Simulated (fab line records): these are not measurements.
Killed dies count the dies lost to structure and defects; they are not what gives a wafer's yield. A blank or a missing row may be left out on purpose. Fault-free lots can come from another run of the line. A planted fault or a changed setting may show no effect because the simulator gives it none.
Which tool was responsible?    flow gf180mcu    Sampling: 13 lots, 38 wafers, 6 of 602 route steps

## WHAT THE GAUGES READ, wafer by wafer
GF_STI_THK_MEAS_04.
lot   measured     on             STI_CVD_03_THK (nm)
L469  day 1 13:44  film_metro-02  206.7 206.8 206.8
L470  day 1 20:02  film_metro-02  206.0 207.4 205.6
L471  day 2 01:14  film_metro-04  204.1 205.7 204.7
L472  day 2 05:20  film_metro-02  204.5 207.3 206.7
L473  day 2 11:05  film_metro-03  207.4 209.2 208.0
L474  day 2 19:21  film_metro-04  209.0 209.4 208.4
L476  day 3 02:20  film_metro-02  208.6 209.7 210.0
L478  day 3 11:59  film_metro-03  209.9 208.6
L488  day 5 13:25  film_metro-02  205.5 205.2 205.4
L489  day 5 17:34  film_metro-02  208.0 205.2 207.0
L490  day 5 23:34  film_metro-04  206.9 209.8 208.1
L491  day 6 03:34  film_metro-04  207.3 206.2 207.0
L492  day 6 09:39  film_metro-02  203.5 205.0 204.6

GF_STI_THK_MEAS_24.
lot   measured     on             STI_CVD_23_THK (nm)
L469  day 2 02:26  film_metro-04  658 646 654
L470  day 2 11:49  film_metro-02  653 675 652
L471  day 2 21:28  film_metro-03  655 667 656
L472  day 2 21:28  film_metro-02  647 651 647
L473  day 3 05:38  film_metro-04  646 654 641
L474  day 3 12:35  film_metro-02  650 486 489 649 487 490
L476  day 3 19:25  film_metro-02  658 654 664
L478  day 4 01:52  film_metro-02  644 484 644 485
L488  day 6 06:43  film_metro-02  648 667 665
L489  day 6 10:26  film_metro-02  640 660 651
L490  day 6 16:00  film_metro-04  665 662 653
L491  day 6 20:21  film_metro-02  644 648 651
L492  day 7 02:22  film_metro-04  628 637 627

GF_NWELL_TW_MEAS_11.
lot   measured     on             NWELL_TW
L469  day 3 04:22  film_metro-03  1606 1600 1608
L470  day 3 19:41  film_metro-03  1601 1597 1600
L471  day 4 05:57  film_metro-04  1576 1580 1583
L472  day 4 06:16  film_metro-04  1577 1590 1576
L473  day 4 14:04  film_metro-01  1567 1564 1569
L474  day 4 21:04  film_metro-01  1569
L476  day 5 00:53  film_metro-04  1583 1575 1585
L478  day 5 08:31  film_metro-01  1553
L488  day 7 16:25  film_metro-04  1577 1580 1585
L489  day 7 21:55  film_metro-01  1540 1549 1549
L490  day 8 03:16  film_metro-01  1531 1541 1543
L491  day 8 07:37  film_metro-03  1597 1600 1598
L492  day 8 14:52  film_metro-03  1595 1601 1595

GF_MVPSD_TW_MEAS_11.
lot   measured      on             MVPSD_TW
L469  day 4 18:37   film_metro-03  565 561 565
L470  day 5 12:25   film_metro-03  565 561 562
L471  day 6 00:55   film_metro-01  546 548 549
L472  day 6 01:01   film_metro-04  556 554 554
L473  day 6 09:55   film_metro-03  564 565 563
L474  day 6 18:25   film_metro-03  562
L476  day 6 20:17   film_metro-01  546 545 546
L478  day 7 05:28   film_metro-01  545
L488  day 9 19:28   film_metro-01  541 544 542
L489  day 10 02:13  film_metro-04  557 556 558
L490  day 10 09:13  film_metro-01  544 548 545
L491  day 10 12:41  film_metro-04  556 557 556
L492  day 10 20:31  film_metro-04  558 557 555

## WHICH TOOL RAN EACH LOT (tool, then ch and the chambers of the sampled wafers, then the start)
lot   GF_STI_CVD_23                    GF_STI_CMP_25
L469  hdpcvd-01 ch 1,2, day 2 02:21    cmp-01 ch 0,1, day 2 02:29
L470  hdpcvd-01 ch 0,1, day 2 11:43    cmp-01 ch 0,1,3, day 2 11:52
L471  hdpcvd-01 ch 0,1,2, day 2 21:23  cmp-01 ch 1,2,3, day 2 21:31
L472  hdpcvd-02 ch 0,2, day 2 21:23    cmp-02 ch 0,1,3, day 2 21:35
L473  hdpcvd-02 ch 0,2, day 3 05:33    cmp-01 ch 1,2,3, day 3 05:44
L474  hdpcvd-02 ch 0,1,2, day 3 12:31  cmp-01 ch 0,1,2, day 3 14:02
L476  hdpcvd-01 ch 0,1,2, day 3 19:19  cmp-01 ch 1,2, day 3 19:57
L478  hdpcvd-02 ch 1, day 4 01:47      cmp-02 ch 0,3, day 4 07:21
L488  hdpcvd-01 ch 1,2, day 6 06:38    cmp-02 ch 0,2,3, day 6 06:46
L489  hdpcvd-01 ch 0,1,2, day 6 10:22  cmp-02 ch 1,2,3, day 6 10:30
L490  hdpcvd-01 ch 1,2, day 6 15:55    cmp-02 ch 1,2,3, day 6 16:03
L491  hdpcvd-01 ch 0,2, day 6 20:16    cmp-01 ch 0,1,2, day 6 20:33
L492  hdpcvd-02 ch 1,2, day 7 02:18    cmp-02 ch 0,1,3, day 7 02:32
- GF_STI_CVD_23: deposits SiO2, target thk 650 nm, time 108.3 s.
- GF_STI_CMP_25: polishes, stops on Si3N4, t overpolish 33 s, target thk 524.6 nm.

## AS READ BY THE TOOLS THEMSELVES (means over the sampled wafers that have a number; for cases with no such wafer, the mark the record gives instead)
GF_STI_CMP_25.
lot   tool    edge_zone_pressure_frac  motor_current_A (A)  time_to_endpoint_s (s)
L469  cmp-01  0.999                    10.9                 125
L470  cmp-01  1.002                    11.6                 129
L471  cmp-01  1.003                    11.4                 128
L472  cmp-02  0.998                    11.9                 125
L473  cmp-01  0.994                    11.5                 130
L474  cmp-01  1.001                    11.3                 110
L476  cmp-01  1.003                    10.4                 130
L478  cmp-02  1.000                    11.8                 110
L488  cmp-02  0.998                    11.9                 126
L489  cmp-02  0.999                    12.3                 128
L490  cmp-02  1.000                    12.3                 130
L491  cmp-01  0.999                    10.9                 129
L492  cmp-02  1.005                    12.2                 118

## THE ANSWER, worked out from the rows above alone
Rule: the lots themselves supply what counts as usual. Put in order of their means at a reading, lots are off if they are a third of the lots or fewer, leave a main group of 4 or more, and stand apart from it by a gap of 3 or more times the standard deviation of the main group's means; of several such gaps the widest counts. If all means in a main group match to the digits the tables above print for the reading, that group is not used. A lot without any number at a reading at which 4 lots or more have one is off too. All remaining lots with rows at the step are treated as sound. After the gauges, taken in route order, come the tools' own readings; for these a lot's mean is taken, as printed above. The first step at which some lot is off is used, and at that step the reading that is off furthest; a lot without a number counts as furthest.
Off: L474, L478, at GF_STI_THK_MEAS_24 (STI_CVD_23_THK). For the main group the mean is 652 nm and the standard deviation 8.6.
A tool fits if, at a process step before that reading, it ran every lot that is off, and no sound lot after the first of them. The gauges at GF_STI_THK_MEAS_24 aren't tried: what is off there is off at GF_STI_CMP_25 too, on other tools, and a gauge's error can't cause that. Of those tried, none fits.

## WHAT THE SIMULATOR HAD PUT IN
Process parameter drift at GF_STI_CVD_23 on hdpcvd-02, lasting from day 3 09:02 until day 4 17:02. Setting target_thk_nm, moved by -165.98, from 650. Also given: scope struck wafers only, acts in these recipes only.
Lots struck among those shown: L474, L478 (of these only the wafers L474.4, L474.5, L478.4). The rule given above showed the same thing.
